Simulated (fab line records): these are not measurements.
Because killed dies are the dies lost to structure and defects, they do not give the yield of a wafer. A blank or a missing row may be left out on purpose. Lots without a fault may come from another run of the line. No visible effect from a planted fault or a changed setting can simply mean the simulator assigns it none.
fab line records	flow gf180mcu	part 1 of 2: steps 1 to 27 of 39
record: lots: 5	wafers: 15	last_day: 34
route steps=602 shown V2@389 M3@409
lots untouched by any fault: they come from a run of this same line in which no faults occurred
start_h: the number of hours between the record's first day and the start of the first shown wafer of the lot	wait_h: time in hours since the lot's previous step	" as in the row above	L1.1+2: several wafers, shown together as one row	- no value present, or no start provided	* or withheld: withheld	< > ~ a bound
route shown NAME@n: NAME is a module with steps in the file, n the number in the route of the first one	usual: mean/standard deviation taken from wafers without a fault	same: alike in all rows	chamber/n: place in a boat	sites: per-site readings	_std_site: standard deviation of those values	_edge_site: mean of outer sites minus mean of inner sites	radius_mm: for every site, how far away it sits from the centre of the wafer	mask NAME#n: copy n	behind: the most recent tool/chamber to have shaped the wafer	hold: reason for holding the lot/hours on hold/outcome of the hold	device: which transistor (n, p or np) failed to switch	end of line: the same wafers' tests at the end of the route	for a step that has no rows: nothing shown but its recipe	killed: count of dies lost to structure and defects at first sort (not the wafer's yield)	map: shows each die of a wafer: x if killed, . if not, _ if none is there
set.NAME: setting as actually run; set.NAME@STEP: the setting as run at that earlier step	model.NAME: the simulator's own value behind a step, which no gauge read
lots seen at some steps along the route; tables by step, rows by wafer
services: the hour from which a tool's chamber was out of use, counted from the record's first day as start_h (under 0 if before that day), plus the number of hours and why
== steps ==
step: GF_V2_HMDS_07
recipe: prime_time_s: 60	prime_temp_c: 120
lot.wafer	tool	chamber	start_h	wait_h
L075.3+4+6	litho_track-04	0	460.10	0.1
L085.2+5+6	litho_track-02	0	551.62	0.1
L090.1+4+5	litho_track-01	0	593.45	0.1
L095.2+3+6	litho_track-04	0	622.73	0.1
L097.4+5+6	litho_track-01	0	636.12	0.1
step: GF_V2_COAT_08
recipe: resist: BARC	temp_c: withheld	time_s: withheld	spin_rpm: withheld	resist_thk_nm: withheld
lot.wafer	tool	chamber	start_h	wait_h
L075.3+4+6	litho_track-04	0	460.25	0.1
L085.2+5+6	litho_track-02	0	551.77	0.1
L090.1+4+5	litho_track-01	0	593.60	0.1
L095.2+3+6	litho_track-04	0	622.88	0.1
L097.4+5+6	litho_track-01	0	636.27	0.1
step: GF_V2_COAT_09
recipe: resist: KrF	spin_rpm: withheld	resist_thk_nm: 1000
lot.wafer	tool	chamber	start_h	wait_h
L075.3+4+6	litho_track-04	0	-	-
L085.2+5+6	litho_track-02	0	-	-
L090.1+4+5	litho_track-01	0	-	-
L095.2+3+6	litho_track-04	0	-	-
L097.4+5+6	litho_track-01	0	-	-
step: GF_V2_SOFTBAKE_10
recipe: temp_c: 130	time_s: 60	resist: KrF
lot.wafer	tool	chamber	start_h	wait_h
L075.3+4+6	litho_track-04	0	-	-
L085.2+5+6	litho_track-02	0	-	-
L090.1+4+5	litho_track-01	0	-	-
L095.2+3+6	litho_track-04	0	-	-
L097.4+5+6	litho_track-01	0	-	-
step: GF_V2_EXPOSE_11
recipe: mask_id: Via2	target_cd_nm: 260	na: 0.68	source_shape: conventional	sigma_outer: 0.6	dose_mj: 38
lot.wafer	tool	chamber	start_h	wait_h	mask
L075.3+4+6	krf_scanner-01	0	-	-	Via2#0
L085.2+5+6	krf_scanner-01	0	-	-	Via2#0
L090.1+4+5	krf_scanner-01	0	-	-	Via2#0
L095.2+3+6	krf_scanner-02	0	-	-	Via2#0
L097.4+5+6	krf_scanner-01	0	-	-	Via2#0
step: GF_V2_PEB_12
recipe: peb_temp_c: 135	peb_time_s: 86.72	resist: KrF
lot.wafer	tool	chamber	start_h	wait_h
L075.3+4+6	litho_track-02	0	-	-
L085.2+5+6	litho_track-04	0	-	-
L090.1+4+5	litho_track-01	0	-	-
L095.2+3+6	litho_track-01	0	-	-
L097.4+5+6	litho_track-04	0	-	-
step: GF_V2_DEVELOP_13
recipe: develop_time_s: 60	resist: KrF	dev_temp_c: 21
lot.wafer	tool	chamber	start_h	wait_h
L075.3+4+6	litho_track-02	0	472.30	0.1
L085.2+5+6	litho_track-04	0	563.73	0.2
L090.1+4+5	litho_track-01	0	603.95	0.2
L095.2+3+6	litho_track-01	0	633.57	0.2
L097.4+5+6	litho_track-04	0	646.23	0.1
step: GF_V2_CD_MEAS_14
recipe: target_cd_nm: 260
usual: cd_nm: 260.6/1.4
lot.wafer	tool	chamber	start_h	wait_h	cd_nm
L075.3	cd_sem-02	-	472.44	0.1	259.2
L075.4	"	-	"	"	258.8
L075.6	"	-	"	"	259.9
L085.2	cd_sem-02	-	563.87	0.1	260.0
L085.5	"	-	"	"	259.5
L085.6	"	-	"	"	259.0
L090.1	cd_sem-02	-	604.10	0.1	261.1
L090.4	"	-	"	"	263.5
L090.5	"	-	"	"	261.0
L095.2	cd_sem-02	-	633.72	0.1	259.6
L095.3	"	-	"	"	258.7
L095.6	"	-	"	"	259.1
L097.4	cd_sem-01	-	646.36	0.1	260.0
L097.5	"	-	"	"	259.4
L097.6	"	-	"	"	259.4
step: GF_V2_OVL_MEAS_15
usual: V2_OVL: -2/5.9
lot.wafer	tool	chamber	start_h	wait_h	V2_OVL[nm]
L075.3	overlay-02	-	472.53	0.1	4
L075.4	"	-	"	"	-8
L075.6	"	-	"	"	-10
L085.2	overlay-01	-	563.98	0.1	0
L085.5	"	-	"	"	2
L085.6	"	-	"	"	-10
L090.1	overlay-01	-	604.22	0.1	-8
L090.4	"	-	"	"	13
L090.5	"	-	"	"	-1
L095.2	overlay-01	-	633.83	0.1	-4
L095.3	"	-	"	"	-1
L095.6	"	-	"	"	5
L097.4	overlay-01	-	646.44	0.1	-8
L097.5	"	-	"	"	-6
L097.6	"	-	"	"	-5
step: GF_V2_ETCH_16
recipe: chemistry: N2/H2	target_depth_a: withheld	overetch_a: withheld	time_s: withheld	target: BARC	ion_energy_ev: 200	source_w: 500	bias_w: 100	pressure_mtorr: 30	n2_flow_sccm: 100	h2_flow_sccm: 200
usual: drypump_motor_current_A: 5.6/0.38	oes_product_au: 0.854/0.004	throttle_valve_pct: 13.224/0.008
lot.wafer	tool	chamber	start_h	wait_h	drypump_motor_current_A	oes_product_au	throttle_valve_pct
L075.3	rie_diel-02	2	472.56	0.0	5.4	0.852	13.230
L075.4	"	0	"	"	5.4	0.852	13.230
L075.6	"	0	"	"	5.4	0.852	13.211
L085.2	rie_diel-02	2	564.01	0.0	5.4	0.855	13.222
L085.5	"	3	"	"	4.9	0.861	13.227
L085.6	"	2	"	"	5.4	0.848	13.221
L090.1	rie_diel-01	3	604.26	0.0	5.4	0.849	13.230
L090.4	"	0	"	"	5.9	0.851	13.232
L090.5	"	2	"	"	5.6	0.850	13.230
L095.2	rie_diel-03	3	633.86	0.0	5.9	0.864	13.215
L095.3	"	0	"	"	6.5	0.859	13.228
L095.6	"	1	"	"	5.3	0.854	13.219
L097.4	rie_diel-02	1	646.48	0.0	5.6	0.859	13.219
L097.5	"	3	"	"	5.0	0.849	13.229
L097.6	"	0	"	"	5.4	0.850	13.228
step: GF_V2_ETCH_17
recipe: chemistry: C4F8/O2/Ar	mask_material: KrF	target: SiO2	stop_on: TiN	source_w: 1500	bias_w: 1200	pressure_mtorr: 40	c4f8_flow_sccm: withheld	O2_flow_sccm: 6	Ar_flow_sccm: 300	time_s: withheld	target_depth_a: 6300
usual: oes_product_au: 0.855/0.0048
lot.wafer	tool	chamber	start_h	wait_h	oes_product_au
L075.3	rie_diel-02	2	-	-	0.863
L075.4	"	0	"	"	0.851
L075.6	"	0	"	"	0.862
L085.2	rie_diel-02	2	-	-	0.861
L085.5	"	3	"	"	0.850
L085.6	"	2	"	"	0.857
L090.1	rie_diel-01	3	-	-	0.848
L090.4	"	0	"	"	0.858
L090.5	"	2	"	"	0.857
L095.2	rie_diel-03	3	-	-	0.852
L095.3	"	0	"	"	0.861
L095.6	"	1	"	"	0.853
L097.4	rie_diel-02	1	-	-	0.857
L097.5	"	3	"	"	0.861
L097.6	"	0	"	"	0.852
step: GF_V2_STRIP_18
recipe: chemistry: O2/N2	power_w: 1400	pressure_mtorr: 1500	platen_temp_c: 250	o2_flow_sccm: 3000	n2_flow_sccm: 300	overash_fraction: 0.5
usual: drypump_motor_current_A: 5.5/0.35	heater_power_w: 353/31	o2_flow_sccm: 3000/9.4	oes_product_au: 0.591/0.0049
lot.wafer	tool	chamber	start_h	wait_h	drypump_motor_current_A	heater_power_w	o2_flow_sccm	oes_product_au	rf_hours_counter_h
L075.3	plasma_asher-01	0	472.72	-	5.4	335	3017	0.593	-
L075.4	"	1	"	"	5.1	359	3015	0.600	-
L075.6	"	1	"	"	5.2	365	3009	0.593	-
L085.2	plasma_asher-02	1	564.14	-	5.3	354	3000	0.599	93
L085.5	"	0	"	"	6.2	358	2995	0.599	-
L085.6	"	1	"	"	5.3	361	3002	0.594	-
L090.1	plasma_asher-02	1	604.38	-	5.3	363	2976	0.591	98
L090.4	"	1	"	"	5.3	366	2985	0.592	-
L090.5	"	1	"	"	5.3	364	2987	0.597	-
L095.2	plasma_asher-03	0	633.98	-	5.5	442	3015	0.587	20
L095.3	"	1	"	"	5.6	275	2980	0.593	-
L095.6	"	1	"	"	5.6	277	2990	0.591	-
L097.4	plasma_asher-01	1	646.62	-	5.1	360	3014	0.585	-
L097.5	"	1	"	"	5.1	364	3000	0.592	-
L097.6	"	0	"	"	5.4	341	3018	0.593	-
step: GF_V2_STRIP_19
recipe: chemistry: post_etch_residue_remover	time_s: 1200	temp_c: 72.5
lot.wafer	tool	chamber	start_h	wait_h
L075.3+4+6	wet_bench-03	1	472.79	0.0
L085.2+5+6	wet_bench-03	0	564.24	0.1
L090.1+4+5	wet_bench-03	2	604.48	0.1
L095.2+3+6	wet_bench-04	0	634.08	0.1
L097.4+5+6	wet_bench-03	0	646.69	0.0
step: GF_V2_CLEAN_20
recipe: chemistry: DIW	dry: n2_spin
lot.wafer	tool	chamber	start_h	wait_h
L075.3+4+6	wet_bench-02	3	473.13	0.0
L085.2+5+6	wet_bench-02	0	564.58	0.0
L090.1+4+5	wet_bench-04	2	605.17	0.0
L095.2+3+6	wet_bench-04	1	634.83	0.0
L097.4+5+6	wet_bench-02	1	647.06	0.0
step: GF_V2_SPUTTER_21
recipe: material: Ti	target_thk_nm: 15	chamber_pressure_pa: 5	power_w: 2500	substrate_temp_c: 200	time_s: 80.02
usual: cathode_dc_power_W: 2500.0/0.4	throttle_valve_pct: 29.7/0.96
lot.wafer	tool	chamber	start_h	wait_h	cathode_dc_power_W	throttle_valve_pct
L075.3	pvd_sputter-04	-	473.22	0.0	2500.9	30.0
L075.4	"	-	"	"	2500.1	28.5
L075.6	"	-	"	"	2499.5	28.4
L085.2	pvd_sputter-03	-	564.67	0.0	2500.0	31.1
L085.5	"	-	"	"	2499.9	30.0
L085.6	"	-	"	"	2500.0	30.8
L090.1	pvd_sputter-03	-	605.26	0.0	2500.2	28.8
L090.4	"	-	"	"	2500.6	30.3
L090.5	"	-	"	"	2500.3	29.5
L095.2	pvd_sputter-03	-	635.03	0.0	2499.9	30.1
L095.3	"	-	"	"	2499.7	30.5
L095.6	"	-	"	"	2499.8	30.8
L097.4	pvd_sputter-03	-	647.16	0.0	2500.5	28.9
L097.5	"	-	"	"	2500.7	29.7
L097.6	"	-	"	"	2499.7	30.9
step: GF_V2_SPUTTER_22
recipe: material: TiN	target_thk_nm: 10	chamber_pressure_pa: 5	power_w: 4000	time_s: 40
usual: cathode_dc_power_W: 4000.0/0.74	throttle_valve_pct: 29.7/0.94
lot.wafer	tool	chamber	start_h	wait_h	cathode_dc_power_W	throttle_valve_pct
L075.3	pvd_sputter-04	-	473.28	0.0	3999.0	29.9
L075.4	"	-	"	"	4000.2	28.6
L075.6	"	-	"	"	3999.8	28.6
L085.2	pvd_sputter-03	-	564.73	0.0	3999.9	31.1
L085.5	"	-	"	"	3999.8	29.9
L085.6	"	-	"	"	4000.2	31.0
L090.1	pvd_sputter-03	-	605.32	0.0	4000.2	28.8
L090.4	"	-	"	"	4000.1	30.3
L090.5	"	-	"	"	4000.7	30.0
L095.2	pvd_sputter-03	-	635.09	0.0	4000.3	30.1
L095.3	"	-	"	"	3999.5	30.3
L095.6	"	-	"	"	3999.3	31.0
L097.4	pvd_sputter-03	-	647.22	0.0	3999.9	28.8
L097.5	"	-	"	"	3999.7	30.0
L097.6	"	-	"	"	4001.5	31.0
step: GF_V2_CVD_23
recipe: material: W	target_thk_nm: 350	time_s: 104.94	temp_c: 400	pressure_torr: 40
usual: heater_power_w: 870/130	susceptor_temp_C: 399.97/0.19
lot.wafer	tool	chamber	start_h	wait_h	heater_power_w	susceptor_temp_C
L075.3	cvd_w-01	0	473.36	0.1	929	399.88
L075.4	"	1	"	"	780	400.03
L075.6	"	0	"	"	941	399.80
L085.2	cvd_w-02	0	564.81	0.1	728	400.15
L085.5	"	0	"	"	723	400.24
L085.6	"	0	"	"	718	399.98
L090.1	cvd_w-01	0	605.36	0.0	949	399.70
L090.4	"	0	"	"	939	399.66
L090.5	"	0	"	"	950	400.17
L095.2	cvd_w-02	0	635.13	0.0	739	400.02
L095.3	"	0	"	"	747	400.17
L095.6	"	0	"	"	713	400.23
L097.4	cvd_w-02	1	647.30	0.1	1043	399.92
L097.5	"	1	"	"	1048	399.84
L097.6	"	0	"	"	722	399.92
step: GF_V2_RS_MEAS_24
recipe: thk_meas_gauge: four-point-probe	reads: W_of_V2_CVD_23+TiN_of_V2_SPUTTER_22+Ti_of_V2_SPUTTER_21
usual: V2_W_RS: 0.3299/0.0023
lot.wafer	tool	chamber	start_h	wait_h	V2_W_RS[ohm/sq]
L075.3	film_metro-02	-	473.47	0.1	0.3303
L075.4	"	-	"	"	0.3301
L075.6	"	-	"	"	0.3302
L085.2	film_metro-01	-	565.02	0.2	0.3261
L085.5	"	-	"	"	0.3311
L085.6	"	-	"	"	0.3281
L090.1	film_metro-03	-	605.47	0.1	0.3321
L090.4	"	-	"	"	0.3312
L090.5	"	-	"	"	0.3269
L095.2	film_metro-02	-	635.26	0.1	0.3320
L095.3	"	-	"	"	0.3268
L095.6	"	-	"	"	0.3281
L097.4	film_metro-01	-	647.43	0.1	0.3296
L097.5	"	-	"	"	0.3291
L097.6	"	-	"	"	0.3300
step: GF_V2_THK_MEAS_25
recipe: thk_meas_gauge: xrf	reads: W_of_V2_CVD_23
usual: V2_W_THK: 351/3.6
lot.wafer	tool	chamber	start_h	wait_h	V2_W_THK[nm]
L075.3	film_metro-02	-	473.57	0.1	350
L075.4	"	-	"	"	351
L075.6	"	-	"	"	350
L085.2	film_metro-01	-	565.13	0.1	355
L085.5	"	-	"	"	353
L085.6	"	-	"	"	355
L090.1	film_metro-03	-	605.59	0.1	349
L090.4	"	-	"	"	348
L090.5	"	-	"	"	354
L095.2	film_metro-02	-	635.37	0.1	349
L095.3	"	-	"	"	356
L095.6	"	-	"	"	352
L097.4	film_metro-01	-	647.52	0.1	353
L097.5	"	-	"	"	351
L097.6	"	-	"	"	351
step: GF_V2_CMP_26
recipe: stop_on: SiO2	down_force_psi: 3.5	platen_rpm: 60	t_overpolish_s: 15	target_thk_nm: 0	pad_velocity_m_s: 0.94248
usual: motor_current_A: 11.2/0.96	overpolish_run_s: 15.002/0.0093	time_to_endpoint_s: 82.0/2.9
lot.wafer	tool	chamber	start_h	wait_h	motor_current_A	overpolish_run_s	time_to_endpoint_s
L075.4	cmp-01	0	473.61	0.0	12.3	14.994	87.5
L075.3	"	3	"	"	11.6	15.018	86.7
L075.6	"	0	"	"	12.2	14.995	85.6
L085.2	cmp-02	3	565.18	0.0	10.0	15.002	85.6
L085.5	"	3	"	"	10.1	15.006	84.9
L085.6	"	0	"	"	9.8	14.990	84.0
L090.1	cmp-01	0	605.65	0.1	12.0	14.988	82.4
L090.4	"	1	"	"	12.8	15.007	83.1
L090.5	"	1	"	"	13.2	15.012	86.6
L095.3	cmp-02	2	635.42	0.0	11.3	14.995	76.3
L095.2	"	3	"	"	10.2	15.002	80.2
L095.6	"	2	"	"	11.2	14.993	81.2
L097.4	cmp-02	1	647.60	0.1	11.6	14.995	82.2
L097.5	"	0	"	"	10.5	15.017	84.6
L097.6	"	1	"	"	11.3	15.003	82.2
step: GF_M3_SPUTTER_00
recipe: material: Ti	target_thk_nm: 37.5	arriving_ion_energy_ev: 80	substrate_temp_c: 200	chamber_pressure_pa: 2	power_w: 4000	time_s: 150
usual: cathode_dc_power_W: 3999.9/0.71	throttle_valve_pct: 30.1/0.96
lot.wafer	tool	chamber	start_h	wait_h	cathode_dc_power_W	throttle_valve_pct
L075.3	pvd_sputter-03	-	473.91	0.1	4000.3	31.1
L075.4	"	-	"	"	3998.8	30.1
L075.6	"	-	"	"	4001.0	30.4
L085.2	pvd_sputter-02	-	565.48	0.2	3998.4	31.5
L085.5	"	-	"	"	4000.5	29.4
L085.6	"	-	"	"	3999.3	29.9
L090.1	pvd_sputter-01	-	605.95	0.2	4000.6	31.7
L090.4	"	-	"	"	4000.3	30.9
L090.5	"	-	"	"	4000.0	31.2
L095.2	pvd_sputter-01	-	635.72	0.2	3998.8	29.4
L095.3	"	-	"	"	4000.3	30.8
L095.6	"	-	"	"	3999.6	30.6
L097.4	pvd_sputter-01	-	647.85	0.2	3999.4	31.5
L097.5	"	-	"	"	3998.8	29.4
L097.6	"	-	"	"	3999.9	31.5
step: GF_M3_SPUTTER_01
recipe: material: TiN	target_thk_nm: 30	power_w: 6500	time_s: 25	chamber_pressure_pa: 0.4
usual: cathode_dc_power_W: 6500.0/1.2	throttle_valve_pct: 30.1/0.97
lot.wafer	tool	chamber	start_h	wait_h	cathode_dc_power_W	throttle_valve_pct
L075.3	pvd_sputter-03	-	474.01	0.1	6498.7	31.0
L075.4	"	-	"	"	6502.1	30.3
L075.6	"	-	"	"	6498.9	30.5
L085.2	pvd_sputter-02	-	565.58	0.1	6500.7	31.7
L085.5	"	-	"	"	6499.0	29.4
L085.6	"	-	"	"	6500.1	29.8
L090.1	pvd_sputter-01	-	606.05	0.1	6501.7	31.7
L090.4	"	-	"	"	6500.1	31.2
L090.5	"	-	"	"	6499.6	31.1
L095.2	pvd_sputter-01	-	635.82	0.1	6498.3	29.3
L095.3	"	-	"	"	6498.8	30.6
L095.6	"	-	"	"	6498.3	30.6
L097.4	pvd_sputter-01	-	647.95	0.1	6501.6	31.4
L097.5	"	-	"	"	6499.9	29.2
L097.6	"	-	"	"	6500.1	31.5
step: GF_M3_SPUTTER_02
recipe: material: AlCu	target_thk_nm: 450	power_w: 10600	time_s: 23.9	chamber_pressure_pa: 0.4
usual: cathode_dc_power_W: 10600/2	throttle_valve_pct: 30.1/0.98
lot.wafer	tool	chamber	start_h	wait_h	cathode_dc_power_W	throttle_valve_pct
L075.3	pvd_sputter-03	-	474.04	0.0	10600	30.9
L075.4	"	-	"	"	10599	30.4
L075.6	"	-	"	"	10600	30.2
L085.2	pvd_sputter-02	-	565.61	0.0	10598	31.4
L085.5	"	-	"	"	10597	29.3
L085.6	"	-	"	"	10601	29.9
L090.1	pvd_sputter-01	-	606.08	0.0	10598	31.8
L090.4	"	-	"	"	10602	31.2
L090.5	"	-	"	"	10599	31.0
L095.2	pvd_sputter-01	-	635.85	0.0	10599	29.4
L095.3	"	-	"	"	10601	30.8
L095.6	"	-	"	"	10599	30.4
L097.4	pvd_sputter-01	-	647.98	0.0	10599	31.6
L097.5	"	-	"	"	10600	29.3
L097.6	"	-	"	"	10594	31.4
step: GF_M3_SPUTTER_03
recipe: material: Ti	target_thk_nm: 10	substrate_temp_c: 300	chamber_pressure_pa: 0.3	power_w: 3000	time_s: 6.7
usual: cathode_dc_power_W: 3000.0/0.59	throttle_valve_pct: 30.1/0.95
lot.wafer	tool	chamber	start_h	wait_h	cathode_dc_power_W	throttle_valve_pct
L075.3	pvd_sputter-03	-	474.07	0.0	2999.7	31.1
L075.4	"	-	"	"	3000.0	30.3
L075.6	"	-	"	"	2999.4	30.2
L085.2	pvd_sputter-02	-	565.64	0.0	2999.5	31.5
L085.5	"	-	"	"	2999.9	29.7
L085.6	"	-	"	"	2998.5	29.8
L090.1	pvd_sputter-01	-	606.11	0.0	3000.2	32.0
L090.4	"	-	"	"	2999.1	31.1
L090.5	"	-	"	"	2999.8	30.9
L095.2	pvd_sputter-01	-	635.88	0.0	2999.3	29.2
L095.3	"	-	"	"	3000.8	30.6
L095.6	"	-	"	"	2999.4	30.5
L097.4	pvd_sputter-01	-	648.01	0.0	3000.2	31.4
L097.5	"	-	"	"	2999.8	29.5
L097.6	"	-	"	"	3000.9	31.3
step: GF_M3_SPUTTER_04
recipe: material: TiN	target_thk_nm: 50	power_w: 6500	time_s: 41.7	chamber_pressure_pa: 0.4
usual: cathode_dc_power_W: 6499.9/1.1	throttle_valve_pct: 30.1/0.97
lot.wafer	tool	chamber	start_h	wait_h	cathode_dc_power_W	throttle_valve_pct
L075.3	pvd_sputter-03	-	474.09	0.0	6500.9	31.2
L075.4	"	-	"	"	6499.8	30.2
L075.6	"	-	"	"	6500.9	30.2
L085.2	pvd_sputter-02	-	565.66	0.0	6500.8	31.5
L085.5	"	-	"	"	6500.6	29.1
L085.6	"	-	"	"	6500.7	29.7
L090.1	pvd_sputter-01	-	606.13	0.0	6501.1	31.4
L090.4	"	-	"	"	6498.2	31.2
L090.5	"	-	"	"	6500.0	30.9
L095.2	pvd_sputter-01	-	635.90	0.0	6501.2	29.1
L095.3	"	-	"	"	6501.1	30.8
L095.6	"	-	"	"	6501.9	30.8
L097.4	pvd_sputter-01	-	648.03	0.0	6500.7	31.5
L097.5	"	-	"	"	6498.1	29.1
L097.6	"	-	"	"	6499.2	31.5
step: GF_M3_RS_MEAS_05
recipe: thk_meas_gauge: four-point-probe	reads: TiN_of_M3_SPUTTER_04+Ti_of_M3_SPUTTER_03+AlCu_of_M3_SPUTTER_02+TiN_of_M3_SPUTTER_01+Ti_of_M3_SPUTTER_00
usual: M3_ALCU_RS: 0.0694/0.00054
lot.wafer	tool	chamber	start_h	wait_h	M3_ALCU_RS[ohm/sq]
L075.3	film_metro-03	-	474.17	0.1	0.0702
L075.4	"	-	"	"	0.0702
L075.6	"	-	"	"	0.0703
L085.2	film_metro-03	-	565.72	0.0	0.0702
L085.5	"	-	"	"	0.0704
L085.6	"	-	"	"	0.0701
L090.1	film_metro-04	-	606.17	0.0	0.0693
L090.4	"	-	"	"	0.0691
L090.5	"	-	"	"	0.0694
L095.2	film_metro-03	-	635.96	0.0	0.0698
L095.3	"	-	"	"	0.0697
L095.6	"	-	"	"	0.0693
L097.4	film_metro-04	-	648.13	0.1	0.0694
L097.5	"	-	"	"	0.0695
L097.6	"	-	"	"	0.0696
step: GF_M3_THK_MEAS_06
recipe: thk_meas_gauge: xrf	reads: AlCu_of_M3_SPUTTER_02
usual: M3_ALCU_THK: 450/4.1
lot.wafer	tool	chamber	start_h	wait_h	M3_ALCU_THK[nm]
L075.3	film_metro-03	-	474.27	0.1	447
L075.4	"	-	"	"	445
L075.6	"	-	"	"	446
L085.2	film_metro-03	-	565.83	0.1	446
L085.5	"	-	"	"	445
L085.6	"	-	"	"	449
L090.1	film_metro-04	-	606.29	0.1	453
L090.4	"	-	"	"	456
L090.5	"	-	"	"	453
L095.2	film_metro-03	-	636.07	0.1	445
L095.3	"	-	"	"	447
L095.6	"	-	"	"	450
L097.4	film_metro-04	-	648.22	0.1	451
L097.5	"	-	"	"	450
L097.6	"	-	"	"	451
